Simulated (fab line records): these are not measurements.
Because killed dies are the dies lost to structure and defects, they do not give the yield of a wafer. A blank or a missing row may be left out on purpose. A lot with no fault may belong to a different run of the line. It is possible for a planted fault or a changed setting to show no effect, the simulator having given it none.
Which tool is to blame?	flow sky130	30 wafers from 10 lots sampled at 6 of the route's 708 steps

WHAT EACH GAUGE READ, for each wafer
SKY_SONOS_TUNNEL_OVL_MEAS_08. Usual: for SONOS_TUNNEL_OVL the level is 0.2 nm and the standard deviation is 1.2.
lot	measured	on	SONOS_TUNNEL_OVL (nm)	flag
L271	day 12 11:05	overlay-02	0.2 -1.8 0.6	
L272	day 12 19:35	overlay-01	-0.9 -0.8 0.7	
L273	day 12 21:33	overlay-01	3.8 1.6 0.3	
L280	day 15 10:25	overlay-02	-0.7 -0.3 0.7	
L281	day 15 18:57	overlay-01	-0.4 1.1 0.5	
L283	day 16 15:27	overlay-02	-0.6 -1.6 0.8	
L286	day 17 09:39	overlay-01	-1.3 1.2 -1.2	
L288	day 18 08:29	overlay-02	1.1 1.0 1.5	
L289	day 18 16:14	overlay-02	2.0 0.6 -0.4	
L290	day 18 20:06	overlay-01	1.1 -1.1 -0.9	

SKY_GATE_OXIDE_TW_MEAS_14. Usual: for GATE_OXIDE_TW the level is 223 and the standard deviation is 4.1.
lot	measured	on	GATE_OXIDE_TW	flag
L271	day 14 23:28	film_metro-03	223 224 224	
L272	day 15 09:13	film_metro-02	219 219 218	
L273	day 15 08:55	film_metro-04	230 230 230	
L280	day 18 05:23	film_metro-04	227 229 229	
L281	day 18 20:13	film_metro-02	220 219 220	
L283	day 19 22:23	film_metro-02	220 219 220	
L286	day 20 10:01	film_metro-02	219 219 218	
L288	day 21 12:19	film_metro-03	223 222 222	
L289	day 21 14:04	film_metro-03	223 222 222	
L290	day 21 18:26	film_metro-02	219 219 219	

SKY_POLY_GATE_THK_MEAS_04. Usual: for POLY_GATE_CVD_03_THK the level is 74.7 nm and the standard deviation is 0.68.
lot	measured	on	POLY_GATE_CVD_03_THK (nm)	flag
L271	day 16 11:04	film_metro-01	135.3 135.0 135.6	OFF
L272	day 16 18:57	film_metro-04	134.4 134.5 134.5	OFF
L273	day 16 16:49	film_metro-01	134.6 134.2 135.6	OFF
L280	day 19 23:09	film_metro-04	74.3 75.1 75.1	
L281	day 20 07:22	film_metro-03	75.0 74.6 74.3	
L283	day 21 10:20	film_metro-03	74.3 74.6 74.6	
L286	day 22 01:06	film_metro-01	74.5 74.7 74.6	
L288	day 22 23:26	film_metro-01	75.0 75.4 75.4	
L289	day 23 03:59	film_metro-03	74.5 75.0 75.0	
L290	day 23 05:21	film_metro-03	74.0 74.5 74.1	

SKY_POLY_GATE_CD_MEAS_22. Usual: cd_nm at 149.0 nm, with a standard deviation of 2.4.
lot	measured	on	cd_nm (nm)	flag
L271	day 17 23:42	cd_sem-01	149.4 150.5 152.2	
L272	day 18 07:55	cd_sem-02	151.1 147.6 150.3	
L273	day 17 23:44	cd_sem-02	146.2 151.9 150.4	
L280	day 21 07:55	cd_sem-02	149.1 146.6 148.1	
L281	day 21 15:16	cd_sem-01	151.7 147.4 150.4	
L283	day 22 19:29	cd_sem-02	146.6 149.0 147.7	
L286	day 23 09:27	cd_sem-02	149.3 155.3 151.0	
L288	day 24 07:26	cd_sem-02	151.5 148.7 150.9	
L289	day 24 12:52	cd_sem-01	149.8 150.3 146.2	
L290	day 24 14:09	cd_sem-01	146.6 144.8 146.7	

WHAT TOOL EACH LOT RAN ON (gives the tool, then ch and the chambers of the sampled wafers, and finally the start)
lot	SKY_POLY_GATE_CVD_03	SKY_POLY_GATE_ETCH_16
L271	lpcvd-02 ch 0, day 16 09:43	rie_diel-02 ch 2,3, day 17 16:25
L272	lpcvd-02 ch 0, day 16 17:35	rie_diel-03 ch 0,2,3, day 17 23:34
L273	lpcvd-02 ch 0, day 16 15:27	rie_diel-04 ch 0,2,3, day 17 21:10
L280	lpcvd-02 ch 0, day 19 21:46	rie_diel-04 ch 0,1,2, day 21 06:13
L281	lpcvd-02 ch 0, day 20 06:00	rie_diel-02 ch 0,3, day 21 13:19
L283	lpcvd-02 ch 0, day 21 08:57	rie_diel-02 ch 2,3, day 22 17:49
L286	lpcvd-02 ch 0, day 21 23:44	rie_diel-02 ch 0,3, day 23 07:49
L288	lpcvd-02 ch 0, day 22 22:05	rie_diel-04 ch 1,2, day 24 05:49
L289	lpcvd-02 ch 1, day 23 02:37	rie_diel-03 ch 0,1,3, day 24 10:10
L290	lpcvd-02 ch 1, day 23 03:59	rie_diel-02 ch 0,1,3, day 24 11:49
- SKY_POLY_GATE_CVD_03: deposits Si3N4 from DCS/NH3, target thk 75 nm, time 1290 s.
- SKY_POLY_GATE_ETCH_16: etches Si3N4 in CH3F/O2, stops on poly-Si, time 147.5 s, target depth 75 nm.

AS READ BY THE TOOLS THEMSELVES (means over the sampled wafers that have a number; for cases with no such wafer, the mark the record gives instead)
SKY_POLY_GATE_CVD_03. Usual: susceptor_temp_C 769.9 C, standard deviation 0.32; zone_power_lower_pct 13.7 %, standard deviation 0.47.
lot	tool	susceptor_temp_C (C)	zone_power_lower_pct (%)	flag
L271	lpcvd-02	770.2	13.2	
L272	lpcvd-02	770.2	13.3	
L273	lpcvd-02	770.2	13.3	
L280	lpcvd-02	769.4	13.3	
L281	lpcvd-02	769.7	13.3	
L283	lpcvd-02	770.3	13.2	
L286	lpcvd-02	769.8	13.4	
L288	lpcvd-02	769.8	13.2	
L289	lpcvd-02	770.3	14.2	
L290	lpcvd-02	770.2	14.2	

SKY_POLY_GATE_ETCH_16. Usual: drypump_motor_current_A 5.5 A, standard deviation 0.32; oes_product_au 0.639 a.u., standard deviation 0.0056; rf_fwd_power_W 398.4 W, standard deviation 1.3; throttle_valve_pct 10.536 %, standard deviation 0.0093.
lot	tool	drypump_motor_current_A (A)	oes_product_au (a.u.)	rf_fwd_power_W (W)	throttle_valve_pct (%)	flag
L271	rie_diel-02	5.5	0.852	398.2	10.566	OFF
L272	rie_diel-03	5.4	0.850	397.9	10.559	OFF
L273	rie_diel-04	5.4	0.848	399.8	10.575	OFF
L280	rie_diel-04	5.4	0.638	398.6	10.537	
L281	rie_diel-02	5.4	0.641	396.8	10.538	
L283	rie_diel-02	5.5	0.636	398.3	10.531	
L286	rie_diel-02	5.4	0.644	398.2	10.534	
L288	rie_diel-04	5.2	0.640	399.3	10.536	
L289	rie_diel-03	5.2	0.639	398.8	10.543	
L290	rie_diel-02	5.6	0.637	398.3	10.538	

THE ANSWER, worked out from the rows above alone
Rule: a lot is off if the mean of its wafers that have a number lies more than 3 standard deviations from the usual mean. A lot without any number at a reading at which 4 lots or more have one is off too. Any other lot the step has rows for is counted as sound. First the gauges in route order, then the tools' own readings, where a lot's mean is used as printed above. The first step at which some lot is off is used, and at that step the reading that is off furthest; a lot without a number counts as furthest.
Off: L271, L272, L273, at SKY_POLY_GATE_THK_MEAS_04 (POLY_GATE_CVD_03_THK).
A tool fits if, at a process step before that reading, it ran every lot that is off, and no sound lot after the first of them. Not tried: the gauges at SKY_POLY_GATE_THK_MEAS_04; whatever is off there is also off at SKY_POLY_GATE_ETCH_16, on other tools, and gauge error can't account for it. Of those tried, none fits.

WHAT THE SIMULATOR PUT IN
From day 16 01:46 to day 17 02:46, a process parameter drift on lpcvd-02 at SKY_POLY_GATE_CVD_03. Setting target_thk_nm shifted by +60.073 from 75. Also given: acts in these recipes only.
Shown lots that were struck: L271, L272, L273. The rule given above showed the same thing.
